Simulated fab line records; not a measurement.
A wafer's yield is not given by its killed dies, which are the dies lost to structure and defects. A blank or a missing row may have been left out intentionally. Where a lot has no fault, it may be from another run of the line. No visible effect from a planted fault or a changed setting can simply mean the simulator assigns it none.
fab line records | flow sky130
[record] lots = 13 | wafers = 39 | lastDay = 50
route steps=708 shown FIELD_ISO@5 GATE_OXIDE@194 LI_CONTACT@378 PAD_OPEN@708
lots untouched by any fault: they come from a run of this same line in which no faults occurred
startH: the number of hours between the record's first day and the start of the first shown wafer of the lot | waitH: hours elapsed since this lot's preceding step | " unchanged from the row above | L1.1+2: several wafers, shown together as one row | - either no value or no given start | * or withheld: withheld | < > ~ a bound
route shown NAME@n: NAME is a module with steps in the file, n the number in the route of the first one | usual: mean and standard deviation over wafers with no fault | same: alike in all rows | chamber/n: place in a boat | sites: per-site readings | _std_site: standard deviation across them | _edge_site: mean of outer sites minus mean of inner sites | radiusMm: how far each site lies from the wafer's centre | mask NAME#n: copy n | behind: tool/chamber where the wafer was last shaped | hold: why the lot was held/for how many hours/how that ended | device: the n, p or np transistor that did not switch | end of line: the tests these same wafers got at the end of their route | a step with no rows: only its recipe | killed: dies that structure and defects cost at the first sort, which is not the same as the wafer's yield | map: dies across one wafer; x = killed, . = not, _ = none there
set.NAME: the run value of the setting; set.NAME@STEP: its run value at that earlier step | model.NAME: the simulator's own value behind a step, which no gauge read
one table for each step of the route and one row for each wafer, over a sample of lots
services: a tool's chamber out of use, with start hour (startH, from the record's first day; less than 0 if before it), hours out, and reason
[[steps]]
[step SKY_FIELD_ISO_THK_MEAS_04]
[recipe] reads = Si3N4_of_FIELD_ISO_CVD_03
[usual] FIELD_ISO_CVD_03_THK = 164.7/1.5
lot.wafer | tool         | chamber | startH | waitH | FIELD_ISO_CVD_03_THK[nm]
L598.1    | filmMetro-02 | -       | 20.64  | 0.0   | 163.1
L598.3    | "            | -       | "      | "     | 162.8
L598.4    | "            | -       | "      | "     | 162.8
L599.2    | filmMetro-04 | -       | 25.09  | 0.0   | 164.0
L599.3    | "            | -       | "      | "     | 164.1
L599.4    | "            | -       | "      | "     | 163.1
L600.2    | filmMetro-03 | -       | 33.49  | 0.0   | 163.3
L600.3    | "            | -       | "      | "     | 165.3
L600.5    | "            | -       | "      | "     | 164.1
L601.1    | filmMetro-03 | -       | 36.40  | 0.0   | 167.1
L601.5    | "            | -       | "      | "     | 164.8
L601.6    | "            | -       | "      | "     | 165.4
L602.2    | filmMetro-04 | -       | 43.17  | 0.0   | 162.8
L602.3    | "            | -       | "      | "     | 166.0
L602.5    | "            | -       | "      | "     | 163.9
L603.1    | filmMetro-03 | -       | 47.35  | 0.0   | 164.7
L603.4    | "            | -       | "      | "     | 165.2
L603.6    | "            | -       | "      | "     | 166.1
L606.4    | filmMetro-03 | -       | 61.12  | 0.0   | 162.0
L606.5    | "            | -       | "      | "     | 164.0
L606.6    | "            | -       | "      | "     | 163.5
L607.3    | filmMetro-03 | -       | 65.37  | 0.0   | 162.6
L607.4    | "            | -       | "      | "     | 163.0
L607.5    | "            | -       | "      | "     | 162.0
L608.1    | filmMetro-02 | -       | 69.94  | 0.0   | 164.8
L608.4    | "            | -       | "      | "     | 163.3
L608.5    | "            | -       | "      | "     | 166.0
L609.4    | filmMetro-04 | -       | 74.01  | 0.0   | 164.7
L609.5    | "            | -       | "      | "     | 165.1
L609.6    | "            | -       | "      | "     | 164.4
L615.1    | filmMetro-03 | -       | 108.66 | 0.0   | 164.4
L615.2    | "            | -       | "      | "     | 164.8
L615.4    | "            | -       | "      | "     | 165.9
L619.2    | filmMetro-04 | -       | 124.05 | 0.0   | 163.8
L619.3    | "            | -       | "      | "     | 163.6
L619.6    | "            | -       | "      | "     | 163.5
L620.1    | filmMetro-02 | -       | 129.97 | 0.0   | 165.5
L620.4    | "            | -       | "      | "     | 165.1
L620.6    | "            | -       | "      | "     | 165.2
[step SKY_GATE_OXIDE_EXPOSE_07]
[recipe] maskId = LVOM | na = 0.6 | sourceShape = conventional | sigmaOuter = 0.6 | polarization = unpolarized | targetCdNm = 600 | doseMj = 170
lot.wafer  | tool            | chamber | startH | waitH | mask
L598.1+3+4 | ilineStepper-01 | 0       | 305.48 | -     | LVOM#0
L599.2+3+4 | ilineStepper-01 | 0       | 315.34 | -     | LVOM#0
L601.1+5+6 | ilineStepper-01 | 0       | 337.33 | -     | LVOM#0
L600.2+3+5 | ilineStepper-02 | 0       | 337.59 | -     | LVOM#0
L603.1+4+6 | ilineStepper-01 | 0       | 349.67 | -     | LVOM#0
L602.2+3+5 | ilineStepper-02 | 0       | 349.99 | -     | LVOM#0
L606.4+5+6 | ilineStepper-01 | 0       | 369.51 | -     | LVOM#0
L607.3+4+5 | ilineStepper-02 | 0       | 377.34 | -     | LVOM#0
L608.1+4+5 | ilineStepper-02 | 0       | 381.58 | -     | LVOM#0
L609.4+5+6 | ilineStepper-02 | 0       | 399.56 | -     | LVOM#0
L615.1+2+4 | ilineStepper-01 | 0       | 450.82 | -     | LVOM#0
L619.2+3+6 | ilineStepper-01 | 0       | 481.85 | -     | LVOM#0
L620.1+4+6 | ilineStepper-01 | 0       | 485.98 | -     | LVOM#0
[step SKY_GATE_OXIDE_OVL_MEAS_10]
[usual] GATE_OXIDE_OVL = 0.9/1.4
lot.wafer | tool       | chamber | startH | waitH | GATE_OXIDE_OVL[nm]
L598.1    | overlay-01 | -       | 317.63 | 0.1   | 0.1
L598.3    | "          | -       | "      | "     | 1.4
L598.4    | "          | -       | "      | "     | 1.3
L599.2    | overlay-02 | -       | 327.39 | 0.1   | -0.7
L599.3    | "          | -       | "      | "     | -1.3
L599.4    | "          | -       | "      | "     | 0.0
L601.1    | overlay-01 | -       | 350.05 | 0.1   | 1.2
L601.5    | "          | -       | "      | "     | 0.7
L601.6    | "          | -       | "      | "     | -0.6
L600.2    | overlay-01 | -       | 350.80 | 0.1   | 1.7
L600.3    | "          | -       | "      | "     | 1.5
L600.5    | "          | -       | "      | "     | 0.2
L603.1    | overlay-02 | -       | 363.33 | 0.1   | -1.4
L603.4    | "          | -       | "      | "     | 1.2
L603.6    | "          | -       | "      | "     | 0.3
L602.2    | overlay-02 | -       | 363.64 | 0.1   | 4.5
L602.3    | "          | -       | "      | "     | 2.9
L602.5    | "          | -       | "      | "     | 3.4
L606.4    | overlay-01 | -       | 382.95 | 0.1   | -1.1
L606.5    | "          | -       | "      | "     | 0.2
L606.6    | "          | -       | "      | "     | -2.4
L607.3    | overlay-01 | -       | 391.71 | 0.1   | 200.3
L607.4    | "          | -       | "      | "     | 199.3
L607.5    | "          | -       | "      | "     | 199.7
L608.1    | overlay-02 | -       | 396.03 | 0.1   | 196.8
L608.4    | "          | -       | "      | "     | 198.4
L608.5    | "          | -       | "      | "     | 197.1
L609.4    | overlay-01 | -       | 413.79 | 0.1   | 198.0
L609.5    | "          | -       | "      | "     | 197.2
L609.6    | "          | -       | "      | "     | 198.9
L615.1    | overlay-01 | -       | 465.53 | 0.1   | 0.9
L615.2    | "          | -       | "      | "     | 0.3
L615.4    | "          | -       | "      | "     | 2.1
L619.2    | overlay-01 | -       | 497.19 | 0.1   | 1.1
L619.3    | "          | -       | "      | "     | 1.5
L619.6    | "          | -       | "      | "     | 2.5
L620.1    | overlay-01 | -       | 500.77 | 0.1   | -0.6
L620.4    | "          | -       | "      | "     | -0.5
L620.6    | "          | -       | "      | "     | 1.4
[step SKY_LI_CONTACT_STRIP_16]
[recipe] chemistry = O2/N2 | powerW = 1400 | pressureMtorr = 1500 | platenTempC = withheld | o2FlowSccm = 3000 | n2FlowSccm = 300 | overashFraction = 0.5
[usual] drypumpMotorCurrentA = 5.6/0.55 | oesProductAu = 0.376/0.0045 | stripTimeToEndpointS = 3.52/0.037
lot.wafer | tool           | chamber | startH | waitH | drypumpMotorCurrentA | oesProductAu | rfHoursCounterH | stripTimeToEndpointS
L598.1    | plasmaAsher-01 | 0       | 691.81 | -     | 6.0                  | 0.378        | 83              | 3.47
L598.3    | "              | 0       | "      | "     | 6.0                  | 0.381        | -               | 3.50
L598.4    | "              | 1       | "      | "     | 5.3                  | 0.372        | -               | 3.51
L599.2    | plasmaAsher-01 | 0       | 698.01 | -     | 6.0                  | 0.382        | 84              | 3.48
L599.3    | "              | 1       | "      | "     | 5.3                  | 0.373        | -               | 3.49
L599.4    | "              | 0       | "      | "     | 6.1                  | 0.385        | -               | 3.58
L601.1    | plasmaAsher-04 | 1       | 718.33 | -     | 6.5                  | 0.381        | 58              | 3.55
L601.5    | "              | 1       | "      | "     | 6.5                  | 0.375        | -               | 3.50
L601.6    | "              | 0       | "      | "     | 6.0                  | 0.379        | -               | 3.51
L600.2    | plasmaAsher-01 | 1       | 719.46 | -     | 5.3                  | 0.375        | 86              | 3.55
L600.3    | "              | 0       | "      | "     | 6.0                  | 0.378        | -               | 3.47
L600.5    | "              | 0       | "      | "     | 6.0                  | 0.379        | -               | 3.52
L603.1    | plasmaAsher-04 | 1       | 728.13 | -     | 6.5                  | 0.379        | 59              | 3.54
L603.4    | "              | 1       | "      | "     | 6.5                  | 0.374        | -               | 3.46
L603.6    | "              | 1       | "      | "     | 6.5                  | 0.380        | -               | 3.55
L602.2    | plasmaAsher-01 | 1       | 729.28 | -     | 5.3                  | 0.379        | 87              | 3.57
L602.3    | "              | 0       | "      | "     | 6.0                  | 0.377        | -               | 3.50
L602.5    | "              | 1       | "      | "     | 5.3                  | 0.386        | -               | 3.57
L606.4    | plasmaAsher-01 | 1       | 751.39 | -     | 5.2                  | 0.378        | -               | 3.54
L606.5    | "              | 1       | "      | "     | 5.2                  | 0.378        | -               | 3.49
L606.6    | "              | 0       | "      | "     | 6.0                  | 0.366        | -               | 3.51
L607.3    | plasmaAsher-04 | 0       | 756.17 | -     | 6.0                  | 0.383        | -               | 3.56
L607.4    | "              | 1       | "      | "     | 6.5                  | 0.369        | -               | 3.48
L607.5    | "              | 0       | "      | "     | 6.0                  | 0.382        | -               | 3.51
L608.1    | plasmaAsher-03 | 0       | 765.13 | -     | 4.7                  | 0.379        | 33              | 3.50
L608.4    | "              | 1       | "      | "     | 5.9                  | 0.377        | -               | 3.53
L608.5    | "              | 1       | "      | "     | 5.9                  | 0.376        | -               | 3.52
L609.4    | plasmaAsher-01 | 1       | 774.05 | -     | 5.3                  | 0.373        | -               | 3.49
L609.5    | "              | 1       | "      | "     | 5.3                  | 0.382        | -               | 3.50
L609.6    | "              | 0       | "      | "     | 6.0                  | 0.384        | -               | 3.55
L615.1    | plasmaAsher-03 | 0       | 819.38 | -     | 4.7                  | 0.377        | 38              | 3.55
L615.2    | "              | 1       | "      | "     | 5.9                  | 0.373        | 38              | 3.48
L615.4    | "              | 1       | "      | "     | 5.9                  | 0.377        | -               | 3.47
L619.2    | plasmaAsher-03 | 1       | 846.26 | -     | 5.9                  | 0.371        | 40              | 3.49
L619.3    | "              | 1       | "      | "     | 5.9                  | 0.382        | -               | 3.62
L619.6    | "              | 0       | "      | "     | 4.7                  | 0.379        | -               | 3.53
L620.1    | plasmaAsher-03 | 1       | 848.01 | -     | 5.9                  | 0.365        | 40              | 3.49
L620.4    | "              | 0       | "      | "     | 4.7                  | 0.370        | -               | 3.49
L620.6    | "              | 1       | "      | "     | 5.8                  | 0.378        | -               | 3.57
[step SKY_LI_CONTACT_RS_MEAS_22]
[recipe] thkMeasGauge = four-point-probe | reads = W_of_LI_CONTACT_CVD_21+TiN_of_LI_CONTACT_SPUTTER_20+Ti_of_LI_CONTACT_SPUTTER_19
[usual] LI_CONTACT_W_RS = 0.281/0.004
lot.wafer | tool         | chamber | startH | waitH | LI_CONTACT_W_RS[ohm/sq]
L598.1    | filmMetro-02 | -       | 692.37 | 0.1   | 0.282
L598.3    | "            | -       | "      | "     | 0.281
L598.4    | "            | -       | "      | "     | 0.289
L599.2    | filmMetro-01 | -       | 698.59 | 0.1   | 0.274
L599.3    | "            | -       | "      | "     | 0.281
L599.4    | "            | -       | "      | "     | 0.276
L601.1    | filmMetro-02 | -       | 719.06 | 0.1   | 0.282
L601.5    | "            | -       | "      | "     | 0.283
L601.6    | "            | -       | "      | "     | 0.284
L600.2    | filmMetro-02 | -       | 720.04 | 0.1   | 0.284
L600.3    | "            | -       | "      | "     | 0.278
L600.5    | "            | -       | "      | "     | 0.288
L603.1    | filmMetro-03 | -       | 728.69 | 0.1   | 0.281
L603.4    | "            | -       | "      | "     | 0.282
L603.6    | "            | -       | "      | "     | 0.278
L602.2    | filmMetro-03 | -       | 729.86 | 0.1   | 0.280
L602.3    | "            | -       | "      | "     | 0.280
L602.5    | "            | -       | "      | "     | 0.283
L606.4    | filmMetro-03 | -       | 751.98 | 0.1   | 0.282
L606.5    | "            | -       | "      | "     | 0.284
L606.6    | "            | -       | "      | "     | 0.283
L607.3    | filmMetro-02 | -       | 756.74 | 0.1   | 0.284
L607.4    | "            | -       | "      | "     | 0.281
L607.5    | "            | -       | "      | "     | 0.284
L608.1    | filmMetro-02 | -       | 765.70 | 0.1   | 0.286
L608.4    | "            | -       | "      | "     | 0.281
L608.5    | "            | -       | "      | "     | 0.283
L609.4    | filmMetro-02 | -       | 774.63 | 0.1   | 0.280
L609.5    | "            | -       | "      | "     | 0.280
L609.6    | "            | -       | "      | "     | 0.277
L615.1    | filmMetro-01 | -       | 819.96 | 0.1   | 0.276
L615.2    | "            | -       | "      | "     | 0.281
L615.4    | "            | -       | "      | "     | 0.279
L619.2    | filmMetro-01 | -       | 846.86 | 0.1   | 0.287
L619.3    | "            | -       | "      | "     | 0.289
L619.6    | "            | -       | "      | "     | 0.286
L620.1    | filmMetro-03 | -       | 848.57 | 0.1   | 0.281
L620.4    | "            | -       | "      | "     | 0.281
L620.6    | "            | -       | "      | "     | 0.279
[step SKY_PAD_OPEN_PROBE_99]
[usual] killed_at_M0_to_M3 = 43/6.5 | killed_at_M4_up = 3.3/2 | killedAtContacts = 24/5.2 | killedAtFrontEnd = 16/4.2 | killedAtOther = 0.3/0.6 | killedDies = 87/9.3 | killedOnRim = 18/4.2 | killedOpen = 47/7.8 | killedShort = 39/6.2
[same] grossDies = 492 | killedAtBackSide = 0
lot.wafer | tool      | chamber | startH  | waitH | killed_at_M0_to_M3 | killed_at_M4_up | killedAtContacts | killedAtFrontEnd | killedAtOther | killedDies | killedOnRim | killedOpen | killedShort
L607.3    | prober-01 | -       | 1131.24 | 0.2   | 38                 | 4               | 20               | 430              | 0             | 492        | 96          | 32         | 45
L607.4    | prober-01 | -       | 1131.29 | 0.2   | 43                 | 3               | 26               | 420              | 0             | 492        | 96          | 52         | 38
L607.5    | prober-01 | -       | 1131.34 | 0.2   | 43                 | 3               | 29               | 416              | 1             | 492        | 96          | 63         | 30
L608.1    | prober-02 | -       | 1138.59 | 0.1   | 32                 | 4               | 19               | 436              | 1             | 492        | 96          | 40         | 31
L608.4    | prober-02 | -       | 1138.74 | 0.2   | 34                 | 3               | 24               | 431              | 0             | 492        | 96          | 40         | 33
L608.5    | prober-02 | -       | 1138.79 | 0.2   | 50                 | 4               | 17               | 419              | 2             | 492        | 96          | 42         | 53
L609.4    | prober-02 | -       | 1147.28 | 0.2   | 36                 | 6               | 23               | 427              | 0             | 492        | 96          | 44         | 37
L609.5    | prober-02 | -       | 1147.33 | 0.2   | 35                 | 2               | 23               | 430              | 2             | 492        | 96          | 38         | 44
L609.6    | prober-02 | -       | 1147.38 | 0.2   | 25                 | 4               | 20               | 443              | 0             | 492        | 96          | 33         | 32
// killed by level:class
L607.3 GATE_OXIDE:overlay=415 METAL2:geometricParticle:short=7 VIA1:geometricParticle:open=6 VIA1:geometricParticle:short=6 FIELD_ISO:geometricParticle:short=5 CONTACT:geometricParticle:open=5 VIA2:geometricParticle:open=5 VIA3:geometricParticle:open=5
L607.4 GATE_OXIDE:overlay=401 VIA1:geometricParticle:open=11 CONTACT:geometricParticle:open=10 LOCAL_INTERCONNECT:geometricParticle:short=7 METAL2:geometricParticle:short=7 METAL1:geometricParticle:short=6 VIA3:geometricParticle:open=6 FIELD_ISO:geometricParticle:open=5
L607.5 GATE_OXIDE:overlay=399 CONTACT:geometricParticle:open=13 VIA1:geometricParticle:open=12 VIA2:geometricParticle:open=10 LI_CONTACT:geometricParticle:open=8 VIA3:geometricParticle:open=6 FIELD_ISO:geometricParticle:open=5 CONTACT:geometricParticle:short=5
L608.1 GATE_OXIDE:overlay=418 CONTACT:geometricParticle:open=7 VIA2:geometricParticle:open=6 LI_CONTACT:geometricParticle:open=6 METAL1:geometricParticle:short=5 VIA1:geometricParticle:open=5 FIELD_ISO:geometricParticle:short=4 VIA1:geometricParticle:short=4
L608.4 GATE_OXIDE:overlay=418 VIA1:geometricParticle:open=12 CONTACT:geometricParticle:open=11 METAL1:geometricParticle:short=8 POLY_GATE:geometricParticle:short=6 LI_CONTACT:geometricParticle:open=4 CONTACT:geometricParticle:short=4 VIA3:geometricParticle:open=4
L608.5 GATE_OXIDE:overlay=396 METAL1:geometricParticle:short=12 VIA2:geometricParticle:open=9 VIA1:geometricParticle:open=8 METAL2:geometricParticle:short=8 CONTACT:geometricParticle:open=6 VIA3:geometricParticle:open=5 POLY_GATE:geometricParticle:short=5
L609.4 GATE_OXIDE:overlay=411 LI_CONTACT:geometricParticle:open=9 CONTACT:geometricParticle:open=7 VIA2:geometricParticle:short=6 VIA1:geometricParticle:short=6 VIA1:geometricParticle:open=5 VIA2:geometricParticle:open=5 POLY_GATE:geometricParticle:open=4
L609.5 GATE_OXIDE:overlay=408 CONTACT:geometricParticle:open=10 FIELD_ISO:geometricParticle:short=6 FIELD_ISO:geometricParticle:open=6 CONTACT:geometricParticle:short=5 VIA1:geometricParticle:open=5 VIA3:geometricParticle:short=5 POLY_GATE:geometricParticle:short=4
L609.6 GATE_OXIDE:overlay=426 CONTACT:geometricParticle:open=7 LI_CONTACT:geometricParticle:open=5 METAL2:geometricParticle:short=5 VIA3:geometricParticle:open=5 POLY_GATE:geometricParticle:open=4 POLY_GATE:geometricParticle:short=4 CONTACT:geometricParticle:short=4
[[services]]
tool            | chamber | startH | hours | kind
plasmaAsher-01  | -       | 292.93 | 46.3  | repair
ilineStepper-02 | -       | 307.92 | 9.1   | repair
ilineStepper-01 | -       | 378.43 | 2.1   | pm
plasmaAsher-03  | -       | 395.65 | 6.1   | repair
plasmaAsher-03  | -       | 415.59 | 25.4  | pm
ilineStepper-01 | -       | 431.02 | 1.7   | pm
plasmaAsher-03  | -       | 440.96 | 9.0   | pm
ilineStepper-02 | -       | 442.79 | 8.0   | repair
plasmaAsher-03  | -       | 485.48 | 3.0   | repair
ilineStepper-01 | -       | 491.38 | 1.5   | repair
ilineStepper-01 | -       | 505.69 | 5.8   | repair
ilineStepper-02 | -       | 511.54 | 1.7   | pm
plasmaAsher-01  | -       | 528.85 | 9.4   | repair
plasmaAsher-01  | -       | 593.20 | 0.7   | repair
ilineStepper-01 | -       | 649.20 | 1.7   | pm
plasmaAsher-01  | -       | 652.23 | 0.6   | repair
plasmaAsher-01  | -       | 679.83 | 4.3   | pm
ilineStepper-01 | -       | 692.34 | 3.8   | repair
ilineStepper-02 | -       | 709.68 | 8.7   | repair
plasmaAsher-01  | -       | 721.49 | 3.9   | repair
ilineStepper-02 | -       | 729.05 | 1.7   | pm
ilineStepper-01 | -       | 759.13 | 5.3   | repair
plasmaAsher-03  | -       | 790.63 | 4.8   | repair
ilineStepper-02 | -       | 816.66 | 2.1   | pm
[[key]]
[firstSign] step = SKY_GATE_OXIDE_OVL_MEAS_10 | reading = GATE_OXIDE_OVL | direction = up | sigmas = 99+ | usual = 0.9 | struck = 198.4
[effect] step = SKY_PAD_OPEN_PROBE_99 | reading = killedAtFrontEnd | direction = up | sigmas = 98 | usual = 16 | struck = 428
[moreKillsBornAt] SKY_GATE_OXIDE_EXPOSE_07@ilineStepper-02 = 3692
metAt SKY_GATE_OXIDE_EXPOSE_07
struckLots L607,L608,L609
testerLeftOut L607,L608,L609
notActingAt SKY_FIELD_ISO_THK_MEAS_04,SKY_LI_CONTACT_STRIP_16,SKY_LI_CONTACT_RS_MEAS_22
onsetBetween 349.99 377.34
[fault] kind = scannerMatchingOverlay | tool = ilineStepper-02 | chamber = - | onsetH = 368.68 | steps = SKY_GATE_OXIDE_EXPOSE_07 | offset = 197.12
// testerLeftOut: of these lots the tester's yield and bins aren't shown, on N5 and GAA mostly nor the transistor test; their killed dies are dies lost to structure and defects alone, not to doping, threshold or leakage, so they don't give the yield
